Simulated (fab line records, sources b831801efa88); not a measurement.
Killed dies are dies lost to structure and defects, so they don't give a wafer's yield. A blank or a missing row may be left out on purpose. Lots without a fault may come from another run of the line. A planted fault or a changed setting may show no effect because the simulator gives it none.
fab line records | flow sky130
record lots=6 wafers=18 last_day=50
route steps=708 shown VIA2@525 METAL3@532 CAPM@537 PAD_OPEN@708
lots that met no fault: from a run of the same line without faults
start_h: hours from the record's first day to the start of the lot's first wafer shown | wait_h: hours since the lot's step before | " the same as in the row above | L1.1+2: a row that stands for several wafers | - no value, or no start given | * or withheld: withheld | < > ~ a bound
route shown NAME@n: a module of which the file shows steps, and the number in the route of the first | usual: mean/standard deviation of fault-free wafers | same: alike in all rows | chamber/n: place in a boat | sites: the reading at each site | _std_site: their standard deviation | _edge_site: outer sites' mean less inner sites' | radius_mm: how far each site lies from the wafer's centre | mask NAME#n: copy n | behind: the tool/chamber that last shaped the wafer | hold: why the lot was held/for how many hours/how that ended | device: the transistor (n, p or np) that didn't switch | end of line: the same wafers' tests at the end of the route | a step without rows: its recipe alone | killed: dies lost to structure and defects at the first sort, not the wafer's yield | map: a wafer's dies, x killed, . not, _ none there
set.NAME: the setting as run; set.NAME@STEP: as run at that earlier step | model.NAME: the simulator's own value behind a step, which no gauge read
lots at some steps of the route; a table a step, a row a wafer
services: from which hour (start_h, from the record's first day; less than 0 if before it) a tool's chamber was out of use, for how many hours, and why
## steps
# step SKY_VIA2_CLEAN_18
# recipe chemistry=IPA time_s=180 temp_c=25
# step SKY_VIA2_CLEAN_19
# recipe chemistry=O3/DIW dry=n2_spin
# step SKY_VIA2_SPUTTER_20
# recipe material=TiN target_thk_nm=20 chamber_pressure_pa=5 power_w=4000 time_s=80
# usual throttle_valve_pct=30.1/1.1
# columns lot.wafer tool chamber start_h wait_h throttle_valve_pct
L783.2 pvd_sputter-02 - 837.37 0.0 29.2
L783.3 " - " " 28.7
L783.6 " - " " 29.4
L796.1 pvd_sputter-04 - 946.03 0.0 30.4
L796.4 " - " " 29.8
L796.5 " - " " 31.9
L800.2 pvd_sputter-03 - 977.07 0.0 30.0
L800.3 " - " " 28.7
L800.4 " - " " 31.6
L801.1 pvd_sputter-02 - 981.55 0.0 29.9
L801.3 " - " " 28.8
L801.6 " - " " 28.9
L802.3 pvd_sputter-04 - 1003.83 0.0 30.2
L802.4 " - " " 29.3
L802.5 " - " " 28.5
L803.2 pvd_sputter-02 - 1005.42 0.0 29.4
L803.4 " - " " 30.0
L803.6 " - " " 30.1
# step SKY_VIA2_CVD_21
# recipe material=W target_thk_nm=420 time_s=126.4 temp_c=400 pressure_torr=40
# step SKY_VIA2_RS_MEAS_22
# recipe thk_meas_gauge=four-point-probe reads=W_of_VIA2_CVD_21+TiN_of_VIA2_SPUTTER_20
# usual VIA2_W_RS=0.272/0.0043
# columns lot.wafer tool chamber start_h wait_h VIA2_W_RS[ohm/sq]
L783.2 film_metro-01 - 837.58 0.1 0.274
L783.3 " - " " 0.278
L783.6 " - " " 0.275
L796.1 film_metro-01 - 946.22 0.1 0.273
L796.4 " - " " 0.273
L796.5 " - " " 0.270
L800.2 film_metro-03 - 977.28 0.1 0.271
L800.3 " - " " 0.268
L800.4 " - " " 0.273
L801.1 film_metro-03 - 981.74 0.1 0.272
L801.3 " - " " 0.268
L801.6 " - " " 0.272
L802.3 film_metro-03 - 1004.06 0.1 0.275
L802.4 " - " " 0.273
L802.5 " - " " 0.271
L803.2 film_metro-03 - 1005.63 0.1 0.277
L803.4 " - " " 0.275
L803.6 " - " " 0.271
# step SKY_VIA2_THK_MEAS_23
# recipe thk_meas_gauge=xrf reads=W_of_VIA2_CVD_21
# usual VIA2_W_THK=413/7.2
# columns lot.wafer tool chamber start_h wait_h VIA2_W_THK[nm]
L783.2 film_metro-01 - 837.69 0.1 408
L783.3 " - " " 401
L783.6 " - " " 402
L796.1 film_metro-01 - 946.34 0.1 415
L796.4 " - " " 417
L796.5 " - " " 421
L800.2 film_metro-03 - 977.39 0.1 408
L800.3 " - " " 415
L800.4 " - " " 404
L801.1 film_metro-03 - 981.86 0.1 408
L801.3 " - " " 412
L801.6 " - " " 405
L802.3 film_metro-03 - 1004.16 0.1 412
L802.4 " - " " 413
L802.5 " - " " 413
L803.2 film_metro-03 - 1005.74 0.1 402
L803.4 " - " " 407
L803.6 " - " " 415
# step SKY_VIA2_CMP_24
# recipe stop_on=SiO2 t_overpolish_s=20 down_force_psi=3.5 platen_rpm=60 target_thk_nm=0 pad_velocity_m_s=0.94248
# usual motor_current_A=10.1/1.2 overpolish_run_s=20.000/0.0082 retaining_ring_pressure_frac=1.000/0.0051 time_to_endpoint_s=101/3.6
# columns lot.wafer tool chamber start_h wait_h motor_current_A overpolish_run_s retaining_ring_pressure_frac time_to_endpoint_s
L783.2 cmp-01 0 837.74 0.0 10.3 19.994 1.002 104
L783.3 " 1 " " 10.1 20.009 0.990 99
L783.6 " 1 " " 10.0 20.001 0.993 100
L796.4 cmp-01 1 946.40 0.0 10.2 20.000 0.997 100
L796.1 " 0 " " 11.1 20.001 1.006 103
L796.5 " 2 " " 8.8 20.005 1.001 103
L800.3 cmp-01 1 977.49 0.1 9.5 19.998 0.997 100
L800.4 " 2 " " 8.7 20.011 1.003 103
L800.2 " 3 " " 11.2 20.004 0.999 107
L801.1 cmp-01 0 981.92 0.1 10.1 19.995 0.998 105
L801.3 " 1 " " 10.1 19.995 1.000 103
L801.6 " 0 " " 10.5 20.007 1.000 103
L802.3 cmp-01 1 1004.30 0.1 10.2 19.991 0.999 94
L802.4 " 2 " " 8.9 20.002 1.002 100
L802.5 " 3 " " 11.2 20.016 1.004 102
L803.2 cmp-02 0 1005.79 0.0 11.4 20.000 0.998 94
L803.4 " 1 " " 11.4 20.009 1.000 97
L803.6 " 0 " " 11.4 19.999 1.005 96
# step SKY_METAL3_SPUTTER_00
# recipe material=Ti target_thk_nm=15 power_w=3000 time_s=10 chamber_pressure_pa=0.4
# usual throttle_valve_pct=29.8/0.97
# columns lot.wafer tool chamber start_h wait_h throttle_valve_pct
L783.2 pvd_sputter-04 - 838.04 0.2 29.5
L783.3 " - " " 31.6
L783.6 " - " " 30.4
L796.1 pvd_sputter-02 - 946.70 0.1 29.9
L796.4 " - " " 30.3
L796.5 " - " " 30.1
L800.2 pvd_sputter-04 - 977.74 0.1 31.8
L800.3 " - " " 29.5
L800.4 " - " " 30.0
L801.1 pvd_sputter-04 - 982.22 0.2 31.8
L801.3 " - " " 28.2
L801.6 " - " " 29.5
L802.3 pvd_sputter-02 - 1004.50 0.1 30.0
L802.4 " - " " 30.4
L802.5 " - " " 30.2
L803.2 pvd_sputter-04 - 1006.09 0.2 28.5
L803.4 " - " " 29.5
L803.6 " - " " 28.3
# step SKY_METAL3_SPUTTER_01
# recipe material=TiN target_thk_nm=20 power_w=6500 time_s=16.7 chamber_pressure_pa=0.4
# step SKY_METAL3_SPUTTER_02
# recipe material=AlCu target_thk_nm=735 power_w=10600 time_s=39.1 chamber_pressure_pa=0.4
# step SKY_METAL3_SPUTTER_03
# recipe material=Ti target_thk_nm=5 power_w=3000 time_s=3.3 chamber_pressure_pa=0.4
# usual throttle_valve_pct=29.8/0.97
# columns lot.wafer tool chamber start_h wait_h throttle_valve_pct
L783.2 pvd_sputter-04 - 838.13 0.0 29.8
L783.3 " - " " 31.8
L783.6 " - " " 30.4
L796.1 pvd_sputter-02 - 946.79 0.0 29.9
L796.4 " - " " 30.2
L796.5 " - " " 30.2
L800.2 pvd_sputter-04 - 977.82 0.0 31.8
L800.3 " - " " 29.6
L800.4 " - " " 30.3
L801.1 pvd_sputter-04 - 982.31 0.0 31.6
L801.3 " - " " 28.5
L801.6 " - " " 29.6
L802.3 pvd_sputter-02 - 1004.59 0.0 30.2
L802.4 " - " " 30.4
L802.5 " - " " 30.3
L803.2 pvd_sputter-04 - 1006.18 0.0 28.6
L803.4 " - " " 29.8
L803.6 " - " " 28.7
# step SKY_METAL3_SPUTTER_04
# recipe material=TiN target_thk_nm=70 power_w=6500 time_s=58.3 chamber_pressure_pa=0.4
# step SKY_CAPM_CVD_00
# recipe material=SiO2 target_thk_nm=15.5 temp_c=400 time_s=withheld rf_w=450
# usual heater_power_outer_w=445/58 heater_power_w=750/73
# columns lot.wafer tool chamber start_h wait_h heater_power_outer_w heater_power_w model.SiO2_of_CAPM_CVD_00.thk_nm
L783.2 pecvd-02 2 838.20 0.0 505 839 15.25
L783.3 " 0 " " 341 646 15.38
L783.6 " 1 " " 474 755 15.56
L796.1 pecvd-02 1 946.86 0.0 469 777 15.16
L796.4 " 0 " " 387 689 15.72
L796.5 " 1 " " 482 759 15.4
L800.2 pecvd-02 2 977.89 0.0 469 804 15.24
L800.3 " 0 " " 378 665 9.206
L800.4 " 2 " " 466 788 15.69
L801.1 pecvd-02 1 982.37 0.0 489 784 15.31
L801.3 " 0 " " 395 696 9.283
L801.6 " 2 " " 472 782 9.391
L802.3 pecvd-01 0 1004.66 0.0 489 705 15.26
L802.4 " 1 " " 475 763 15.57
L802.5 " 0 " " 481 739 15.61
L803.2 pecvd-04 0 1006.24 0.0 408 667 15.25
L803.4 " 0 " " 407 687 15.55
L803.6 " 0 " " 412 678 15.59
# step SKY_CAPM_THK_MEAS_01
# recipe reads=SiO2_of_CAPM_CVD_00
# usual CAPM_CVD_00_THK=15.45/0.18
# columns lot.wafer tool chamber start_h wait_h hold CAPM_CVD_00_THK[nm]
L783.2 film_metro-02 - 838.23 - - 15.25
L783.3 " - " " - 15.44
L783.6 " - " " - 15.56
L796.1 film_metro-02 - 946.88 - - 15.13
L796.4 " - " " - 15.70
L796.5 " - " " - 15.43
L800.2 film_metro-04 - 977.92 - await_dispo/0.2h/release 15.21
L800.3 " - " " await_dispo/0.2h/release 9.18
L800.4 " - " " await_dispo/0.2h/release 15.71
L800.2 film_metro-04 - 978.21 0.3 - 15.30
L800.3 " - " " - 9.25
L800.4 " - " " - 15.71
L801.1 film_metro-03 - 982.40 - await_dispo/0.2h/release 15.32
L801.3 " - " " await_dispo/0.2h/release 9.28
L801.6 " - " " await_dispo/0.2h/release 9.41
L801.1 film_metro-03 - 982.62 0.2 - 15.28
L801.3 " - " " - 9.30
L801.6 " - " " - 9.44
L802.3 film_metro-02 - 1004.70 - - 15.27
L802.4 " - " " - 15.53
L802.5 " - " " - 15.64
L803.2 film_metro-04 - 1006.29 - - 15.27
L803.4 " - " " - 15.51
L803.6 " - " " - 15.61
# step SKY_CAPM_SPUTTER_02
# recipe material=TiN target_thk_nm=200 temp_c=300 power_w=6500 time_s=166.7 chamber_pressure_pa=0.4
# usual throttle_valve_pct=30.0/1.2
# columns lot.wafer tool chamber start_h wait_h hold throttle_valve_pct
L783.2 pvd_sputter-01 - 838.28 0.0 - 29.1
L783.3 " - " " - 27.6
L783.6 " - " " - 27.6
L796.1 pvd_sputter-03 - 946.94 0.1 - 30.5
L796.4 " - " " - 31.5
L796.5 " - " " - 30.4
L800.2 pvd_sputter-03 - 983.60 5.4 await_dispo/5.3h/release 31.6
L800.3 " - " " await_dispo/5.3h/release 30.3
L800.4 " - " " await_dispo/5.3h/release 29.9
L801.1 pvd_sputter-03 - 984.05 1.4 await_dispo/1.4h/release 30.1
L801.3 " - " " await_dispo/1.4h/release 30.4
L801.6 " - " " await_dispo/1.4h/release 28.7
L802.3 pvd_sputter-01 - 1004.74 0.0 - 27.9
L802.4 " - " " - 29.8
L802.5 " - " " - 29.4
L803.2 pvd_sputter-03 - 1006.34 0.0 - 31.7
L803.4 " - " " - 30.6
L803.6 " - " " - 31.7
# step SKY_CAPM_RS_MEAS_03
# recipe thk_meas_gauge=four-point-probe reads=TiN_of_CAPM_SPUTTER_02
# usual CAPM_TIN_RS=6.93/0.06
# columns lot.wafer tool chamber start_h wait_h CAPM_TIN_RS[ohm/sq]
L783.2 film_metro-04 - 838.41 0.1 6.94
L783.3 " - " " 7.01
L783.6 " - " " 6.99
L796.1 film_metro-03 - 947.05 0.1 6.94
L796.4 " - " " 6.87
L796.5 " - " " 6.94
L800.2 film_metro-04 - 983.72 0.1 6.95
L800.3 " - " " 7.00
L800.4 " - " " 6.97
L801.1 film_metro-04 - 984.16 0.1 6.91
L801.3 " - " " 6.89
L801.6 " - " " 6.90
L802.3 film_metro-03 - 1004.89 0.1 6.88
L802.4 " - " " 6.84
L802.5 " - " " 6.88
L803.2 film_metro-03 - 1006.46 0.1 6.95
L803.4 " - " " 6.97
L803.6 " - " " 6.94
# step SKY_CAPM_THK_MEAS_04
# recipe thk_meas_gauge=xrf reads=TiN_of_CAPM_SPUTTER_02
# usual CAPM_TIN_THK=199.5/1.7
# columns lot.wafer tool chamber start_h wait_h CAPM_TIN_THK[nm]
L783.2 film_metro-04 - 838.52 0.1 199.5
L783.3 " - " " 197.4
L783.6 " - " " 199.0
L796.1 film_metro-03 - 947.17 0.1 198.6
L796.4 " - " " 200.1
L796.5 " - " " 197.9
L800.2 film_metro-04 - 983.83 0.1 199.9
L800.3 " - " " 198.7
L800.4 " - " " 199.5
L801.1 film_metro-04 - 984.28 0.1 201.6
L801.3 " - " " 202.1
L801.6 " - " " 202.4
L802.3 film_metro-03 - 1004.99 0.1 199.8
L802.4 " - " " 201.5
L802.5 " - " " 199.3
L803.2 film_metro-03 - 1006.57 0.1 197.5
L803.4 " - " " 197.0
L803.6 " - " " 198.3
# step SKY_CAPM_DEHYDRATE_05
# recipe temp_c=200 time_s=60
# step SKY_CAPM_HMDS_06
# recipe prime_time_s=60 prime_temp_c=120
# step SKY_CAPM_COAT_07
# recipe resist=NOVOLAK spin_rpm=3000 resist_thk_nm=1140
# step SKY_CAPM_SOFTBAKE_08
# recipe temp_c=90 time_s=60 resist=NOVOLAK
# step SKY_CAPM_EXPOSE_09
# recipe mask_id=CAPM na=0.6 source_shape=conventional sigma_outer=0.6 polarization=unpolarized target_cd_nm=1000 dose_mj=159
# step SKY_CAPM_PEB_10
# recipe temp_c=withheld time_s=* resist=NOVOLAK
# step SKY_CAPM_DEVELOP_11
# recipe resist=NOVOLAK developer=TMAH develop_time_s=60 dev_temp_c=23
# step SKY_CAPM_OVL_MEAS_12
# usual CAPM_OVL=-0.6/1.4
# columns lot.wafer tool chamber start_h wait_h CAPM_OVL[nm]
L783.2 overlay-01 - 863.92 0.1 1.9
L783.3 " - " " 2.1
L783.6 " - " " 2.3
L796.1 overlay-02 - 970.82 0.1 -1.7
L796.4 " - " " -1.1
L796.5 " - " " -1.4
L800.2 overlay-02 - 1001.06 0.1 -3.1
L800.3 " - " " -1.7
L800.4 " - " " -0.2
L801.1 overlay-01 - 1006.03 0.1 0.2
L801.3 " - " " 0.8
L801.6 " - " " 1.7
L802.3 overlay-01 - 1027.68 0.1 0.1
L802.4 " - " " -0.6
L802.5 " - " " -1.1
L803.2 overlay-02 - 1028.76 0.1 -1.1
L803.4 " - " " -0.6
L803.6 " - " " -0.3
# step SKY_CAPM_METAL_ETCH_13
# recipe target_depth_nm=220 stop_on=SiO2 chemistry=Cl2/BCl3 target=TiN pressure_mtorr=10 icp_w=900 bias_w=48.5 Cl2_flow_sccm=60 bcl3_flow_sccm=30 time_s=62.9
# step SKY_CAPM_STRIP_14
# recipe chemistry=O2/N2 power_w=1400 pressure_mtorr=1500 platen_temp_c=withheld o2_flow_sccm=3000 n2_flow_sccm=300 overash_fraction=0.5
# step SKY_CAPM_STRIP_15
# recipe chemistry=post_etch_residue_remover time_s=1200 temp_c=72.5
# step SKY_CAPM_CLEAN_16
# recipe chemistry=IPA time_s=180 temp_c=25
# step SKY_CAPM_CLEAN_17
# recipe chemistry=O3/DIW dry=n2_spin
# step SKY_METAL3_DEHYDRATE_05
# recipe temp_c=200 time_s=60
# step SKY_METAL3_HMDS_06
# recipe prime_time_s=60 prime_temp_c=120
# step SKY_METAL3_COAT_07
# recipe resist=BARC temp_c=withheld time_s=withheld spin_rpm=3000 resist_thk_nm=60
# step SKY_METAL3_COAT_08
# recipe resist=KrF-thick spin_rpm=3000 resist_thk_nm=1140
# step SKY_METAL3_SOFTBAKE_09
# recipe temp_c=100 time_s=90 resist=KrF-thick
# step SKY_METAL3_EXPOSE_10
# recipe mask_id=MM3 na=0.68 source_shape=annular sigma_inner=0.4 sigma_outer=0.8 target_cd_nm=300 dose_mj=28
# step SKY_METAL3_PEB_11
# recipe peb_temp_c=withheld peb_time_s=withheld resist=KrF-thick
# step SKY_METAL3_DEVELOP_12
# recipe develop_time_s=60 resist=KrF-thick dev_temp_c=21
# step SKY_METAL3_CD_MEAS_13
# recipe target_cd_nm=300
# usual cd_nm=299.8/1.2
# columns lot.wafer tool chamber start_h wait_h cd_nm
L783.2 cd_sem-02 - 890.68 - 301.2
L783.3 " - " " 300.0
L783.6 " - " " 301.3
L796.1 cd_sem-01 - 995.08 - 298.4
L796.4 " - " " 298.4
L796.5 " - " " 298.3
L800.2 cd_sem-02 - 1024.69 - 301.1
L800.3 " - " " 300.2
L800.4 " - " " 300.9
L801.1 cd_sem-01 - 1029.11 - 301.9
L801.3 " - " " 302.5
L801.6 " - " " 302.3
L802.3 cd_sem-02 - 1049.97 - 299.4
L802.4 " - " " 299.0
L802.5 " - " " 298.8
L803.2 cd_sem-02 - 1051.58 - 298.2
L803.4 " - " " 299.1
L803.6 " - " " 298.9
# step SKY_METAL3_OVL_MEAS_14
# usual METAL3_OVL=1/6
# columns lot.wafer tool chamber start_h wait_h METAL3_OVL[nm]
L783.2 overlay-02 - 890.78 0.1 14
L783.3 " - " " 6
L783.6 " - " " 8
L796.1 overlay-01 - 995.20 0.1 5
L796.4 " - " " -8
L796.5 " - " " -1
L800.2 overlay-02 - 1024.80 0.1 3
L800.3 " - " " 0
L800.4 " - " " 4
L801.1 overlay-01 - 1029.23 0.1 5
L801.3 " - " " -2
L801.6 " - " " -1
L802.3 overlay-01 - 1050.07 0.1 7
L802.4 " - " " 12
L802.5 " - " " 10
L803.2 overlay-01 - 1051.68 0.1 8
L803.4 " - " " 1
L803.6 " - " " 2
# step SKY_METAL3_DESCUM_15
# recipe chemistry=O2 source_power_w=150 bias_power_w=0 pressure_mtorr=10 temp_c=40 time_s=8
# step SKY_METAL3_ETCH_16
# recipe chemistry=N2/H2 target=BARC ion_energy_ev=200 bias_w=100 pressure_mtorr=30 n2_flow_sccm=100 h2_flow_sccm=200 icp_w=500 stop_on=SiO2 time_s=88.2 target_depth_a=600
# step SKY_METAL3_ETCH_17
# recipe target=SiO2 stop_on=TiN chemistry=C4F8/O2/Ar source_w=1500 bias_w=1200 pressure_mtorr=40 c4f8_flow_sccm=withheld O2_flow_sccm=6 Ar_flow_sccm=300 time_s=3.9 target_depth_a=150
# usual oes_product_au=0.753/0.0062
# columns lot.wafer tool chamber start_h wait_h oes_product_au rf_hours_counter_h model.etch.depth_nm
L783.2 rie_diel-03 2 891.07 0.1 0.745 15 15.25
L783.3 " 0 " " 0.750 13 15.38
L783.6 " 1 " " 0.762 - 15.56
L796.1 rie_diel-01 3 995.37 0.1 0.746 18 15.16
L796.4 " 2 " " 0.759 11 15.72
L796.5 " 2 " " 0.750 - 15.4
L800.2 rie_diel-01 3 1024.96 0.1 0.749 19 15.24
L800.3 " 0 " " 0.595 15 9.206
L800.4 " 2 " " 0.758 12 15.69
L801.1 rie_diel-03 0 1029.39 0.1 0.742 17 15.31
L801.3 " 2 " " 0.598 19 9.283
L801.6 " 0 " " 0.603 - 9.391
L802.3 rie_diel-01 2 1050.22 0.0 0.751 13 15.26
L802.4 " 1 " " 0.752 15 15.57
L802.5 " 2 " " 0.757 - 15.61
L803.2 rie_diel-03 3 1051.84 0.1 0.748 13 15.25
L803.4 " 1 " " 0.758 9 15.55
L803.6 " 2 " " 0.756 - 15.59
# step SKY_PAD_OPEN_PROBE_99
# usual defect_limited_yield=82.4/1.8 killed_at_M0_to_M3=45/6.8 killed_at_M4_up=3.2/1.6 killed_at_contacts=24/5.1 killed_at_front_end=14/4.4 killed_at_other=0.4/0.65 killed_dies=87/8.8 killed_open=47/7.2 killed_short=39/6.1
# same gross_dies=492 killed_at_back_side=0
# columns lot.wafer tool chamber start_h wait_h defect_limited_yield[%] killed_at_M0_to_M3 killed_at_M4_up killed_at_contacts killed_at_front_end killed_at_other killed_dies killed_open killed_short model.etest.tester.sort_n_pass model.etest.tester.sort_yield_pct model.etest.tester.sort_bin_5_pct model.etest.cap_mim.bv_v model.etest.cap_mim.leak_log10_a_cm2 model.etest.cap_mim.c_ff_um2 model.etest.tester.sort_bin_4_pct model.etest.tester.sort_bin_8_pct
L783.2 prober-01 - 1063.84 0.1 83.7 43 1 23 13 0 80 47 33 412 83.74 10.16 14.09 -9.02 2.371 0 0
L783.3 prober-01 - 1063.89 0.2 80.5 40 4 34 18 0 96 50 46 396 80.49 10.37 13.77 -8.989 2.371 0 0
L783.6 prober-01 - 1064.04 0.2 84.1 43 3 18 14 0 78 47 31 414 84.15 8.74 13.66 -8.954 2.349 0 0
L796.1 prober-01 - 1150.83 0.1 84.6 40 3 22 11 0 76 41 34 416 84.55 7.724 13.64 -8.906 2.394 0 0
L796.4 prober-01 - 1150.98 0.2 82.9 41 4 22 17 0 84 49 35 408 82.93 8.943 14.13 -8.985 2.332 0 0
L796.5 prober-01 - 1151.03 0.2 83.5 37 2 24 18 0 81 45 36 411 83.54 11.38 14.29 -8.962 2.356 0 0
L800.2 prober-01 - 1174.52 0.1 85.2 42 2 15 14 0 73 44 29 419 85.16 9.146 13.97 -8.962 2.404 0 0
L800.3 prober-01 - 1174.57 0.2 79.3 50 7 20 25 0 102 46 55 0 0 92.07 8.274 -6.1 3.927 1.069e-08 8.485e-19
L800.4 prober-01 - 1174.62 0.2 82.1 44 6 21 17 0 88 53 35 404 82.11 11.18 13.69 -9.158 2.311 0 0
L801.1 prober-02 - 1176.83 0.1 85.8 38 4 17 11 0 70 43 27 422 85.77 6.911 13.7 -8.966 2.368 0 0
L801.3 prober-02 - 1176.93 0.2 82.1 48 2 27 11 0 88 50 38 0 0 94.11 8.07 -6.408 3.884 3.652e-07 1.196e-18
L801.6 prober-02 - 1177.08 0.2 82.3 42 5 23 17 0 87 44 43 0 0 92.68 8.475 -6.327 3.845 2.532e-09 8.379e-19
L802.3 prober-01 - 1193.57 0.2 84.3 41 3 20 13 0 77 39 38 415 84.35 8.943 14.17 -8.961 2.386 0 0
L802.4 prober-01 - 1193.62 0.2 82.1 49 2 20 17 0 88 44 44 404 82.11 10.98 13.97 -8.981 2.332 0 0
L802.5 prober-01 - 1193.67 0.2 79.1 55 3 30 15 0 103 51 52 389 79.06 12.6 13.74 -9.226 2.329 0 0
L803.2 prober-02 - 1195.17 0.1 81.1 55 5 22 10 1 93 49 44 399 81.1 11.79 13.87 -8.809 2.401 0 0
L803.4 prober-02 - 1195.27 0.2 81.7 44 7 23 16 0 90 51 38 402 81.71 12.2 13.95 -9.06 2.326 0 0
L803.6 prober-02 - 1195.37 0.2 84.8 38 1 30 6 0 75 37 37 417 84.76 9.756 14.23 -9.051 2.334 0 0
# killed by level:class
L783.2 VIA1:geometric_particle:open=11 CONTACT:geometric_particle:open=9 VIA1:geometric_particle:short=9 VIA3:geometric_particle:open=8 LI_CONTACT:geometric_particle:open=6 METAL1:geometric_particle:short=6 VIA2:geometric_particle:open=5 POLY_GATE:geometric_particle:open=4
L783.3 VIA1:geometric_particle:open=12 LI_CONTACT:geometric_particle:open=11 CONTACT:geometric_particle:open=10 CONTACT:geometric_particle:short=8 POLY_GATE:geometric_particle:open=6 POLY_GATE:geometric_particle:short=6 VIA1:geometric_particle:short=5 VIA3:geometric_particle:short=5
L783.6 VIA1:geometric_particle:open=8 LI_CONTACT:geometric_particle:open=7 VIA3:geometric_particle:open=7 CONTACT:geometric_particle:open=6 VIA1:geometric_particle:short=5 METAL1:geometric_particle:short=5 VIA2:geometric_particle:open=5 POLY_GATE:geometric_particle:open=4
L796.1 CONTACT:geometric_particle:open=11 VIA1:geometric_particle:open=8 VIA3:geometric_particle:open=6 VIA3:geometric_particle:short=6 LI_CONTACT:geometric_particle:open=5 CONTACT:geometric_particle:short=5 VIA2:geometric_particle:open=5 VIA2:geometric_particle:short=4
L796.4 VIA3:geometric_particle:open=10 LI_CONTACT:geometric_particle:open=8 CONTACT:geometric_particle:open=8 VIA2:geometric_particle:open=6 VIA1:geometric_particle:open=6 FIELD_ISO:geometric_particle:short=5 POLY_GATE:geometric_particle:short=5 VIA1:geometric_particle:short=5
L796.5 VIA1:geometric_particle:open=9 LI_CONTACT:geometric_particle:open=8 VIA3:geometric_particle:open=7 CONTACT:geometric_particle:open=5 CONTACT:geometric_particle:short=5 VIA2:geometric_particle:open=5 VIA3:geometric_particle:short=5 LOCAL_INTERCONNECT:geometric_particle:short=4
L800.2 VIA1:geometric_particle:open=10 VIA2:geometric_particle:open=10 VIA3:geometric_particle:open=8 CONTACT:geometric_particle:open=6 FIELD_ISO:geometric_particle:short=5 POLY_GATE:geometric_particle:short=5 METAL2:geometric_particle:short=4 LOCAL_INTERCONNECT:geometric_particle:short=3
L800.3 FIELD_ISO:geometric_particle:short=10 VIA1:geometric_particle:open=9 CONTACT:geometric_particle:open=8 VIA3:geometric_particle:open=7 METAL2:geometric_particle:short=7 METAL4:geometric_particle:short=7 METAL1:geometric_particle:short=6 VIA1:geometric_particle:short=6
L800.4 VIA1:geometric_particle:open=12 FIELD_ISO:geometric_particle:open=9 VIA2:geometric_particle:open=8 CONTACT:geometric_particle:open=7 VIA3:geometric_particle:open=5 FIELD_ISO:geometric_particle:short=4 METAL2:geometric_particle:short=4 LI_CONTACT:geometric_particle:open=4
L801.1 VIA2:geometric_particle:open=7 CONTACT:geometric_particle:open=6 VIA3:geometric_particle:open=6 VIA1:geometric_particle:short=5 VIA1:geometric_particle:open=5 LI_CONTACT:geometric_particle:short=4 FIELD_ISO:geometric_particle:open=3 LI_CONTACT:geometric_particle:open=3
L801.3 CONTACT:geometric_particle:open=15 VIA1:geometric_particle:open=9 VIA1:geometric_particle:short=8 CONTACT:geometric_particle:short=6 LI_CONTACT:geometric_particle:open=5 VIA2:geometric_particle:open=5 VIA3:geometric_particle:open=5 METAL1:geometric_particle:short=4
L801.6 VIA1:geometric_particle:open=10 CONTACT:geometric_particle:open=9 METAL2:geometric_particle:short=8 METAL1:geometric_particle:short=6 FIELD_ISO:geometric_particle:open=5 VIA2:geometric_particle:open=5 FIELD_ISO:geometric_particle:short=4 LI_CONTACT:geometric_particle:short=4
L802.3 LI_CONTACT:geometric_particle:open=7 CONTACT:geometric_particle:open=7 VIA1:geometric_particle:open=7 VIA1:geometric_particle:short=6 VIA3:geometric_particle:short=6 FIELD_ISO:geometric_particle:open=5 VIA2:geometric_particle:open=5 METAL1:geometric_particle:short=5
L802.4 VIA1:geometric_particle:open=10 VIA2:geometric_particle:open=6 METAL1:geometric_particle:short=6 VIA3:geometric_particle:open=6 POLY_GATE:geometric_particle:open=5 LI_CONTACT:geometric_particle:open=5 CONTACT:geometric_particle:open=5 FIELD_ISO:geometric_particle:short=4
L802.5 VIA2:geometric_particle:open=12 LOCAL_INTERCONNECT:geometric_particle:short=8 METAL1:geometric_particle:short=8 VIA1:geometric_particle:open=8 FIELD_ISO:geometric_particle:short=7 CONTACT:geometric_particle:short=7 METAL3:geometric_particle:short=7 CONTACT:geometric_particle:open=7
L803.2 CONTACT:geometric_particle:open=10 LI_CONTACT:geometric_particle:open=9 VIA1:geometric_particle:short=8 VIA1:geometric_particle:open=8 METAL2:geometric_particle:short=8 VIA3:geometric_particle:open=8 VIA2:geometric_particle:open=7 METAL1:geometric_particle:short=6
L803.4 VIA2:geometric_particle:open=12 VIA1:geometric_particle:open=9 LI_CONTACT:geometric_particle:open=9 POLY_GATE:geometric_particle:short=7 METAL4:geometric_particle:short=7 CONTACT:geometric_particle:open=6 METAL1:geometric_particle:short=6 VIA3:geometric_particle:open=6
L803.6 CONTACT:geometric_particle:open=11 CONTACT:geometric_particle:short=8 METAL1:geometric_particle:short=6 VIA3:geometric_particle:open=6 VIA1:geometric_particle:open=6 VIA3:geometric_particle:short=6 METAL2:geometric_particle:short=5 LI_CONTACT:geometric_particle:open=4
## services
# columns tool chamber start_h hours kind
pecvd-02 - 840.18 1.0 repair
rie_diel-03 1 843.60 13.1 repair
cmp-02 - 852.34 0.8 repair
pecvd-04 - 859.63 3.2 repair
cmp-02 - 864.46 4.5 pm
rie_diel-03 - 898.55 4.2 repair
cmp-01 - 912.00 4.0 pm
pvd_sputter-01 - 912.02 5.0 repair
pecvd-02 1 919.65 4.8 repair
rie_diel-01 2 932.44 14.3 repair
rie_diel-01 3 940.84 6.3 repair
pvd_sputter-04 - 942.86 2.5 repair
pvd_sputter-01 - 962.70 3.1 repair
rie_diel-03 0 964.45 6.0 repair
rie_diel-03 1 968.94 7.9 repair
rie_diel-03 3 971.46 3.1 repair
rie_diel-01 1 978.05 4.4 repair
rie_diel-01 0 999.86 12.3 repair
rie_diel-01 2 1007.87 2.7 repair
rie_diel-01 1 1017.56 2.5 repair
cmp-01 - 1026.79 11.4 pm
pvd_sputter-04 - 1036.50 5.6 repair
rie_diel-03 2 1040.24 4.1 repair
pvd_sputter-01 - 1051.63 1.2 repair
## key
first_sign step=SKY_CAPM_THK_MEAS_01 reading=visit direction=added
effect step=SKY_CAPM_THK_MEAS_01 reading=CAPM_CVD_00_THK direction=down sigmas=34 usual=15.45 struck=9.29
effect step=SKY_METAL3_ETCH_17 reading=oes_product_au direction=down sigmas=25 usual=0.753 struck=0.599
model_effect step=SKY_CAPM_CVD_00 value=SiO2_of_CAPM_CVD_00.thk_nm without=15.43 struck=9.293
model_effect step=SKY_METAL3_ETCH_17 value=etch.depth_nm without=15.43 struck=9.293
model_effect step=SKY_PAD_OPEN_PROBE_99 value=etest.tester.sort_n_pass without=399.7 struck=0
met_at SKY_CAPM_CVD_00
struck_wafers L800.3,L801.3,L801.6
onset_between 946.86 977.89
fault kind=process_parameter_drift tool=pecvd-02 chamber=- onset_h=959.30 steps=SKY_CAPM_CVD_00 channel=target_thk_nm offset=-6.153 shape=step end_h=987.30 scope=struck_wafers_only acts_in=these_recipes_only stated=15.5
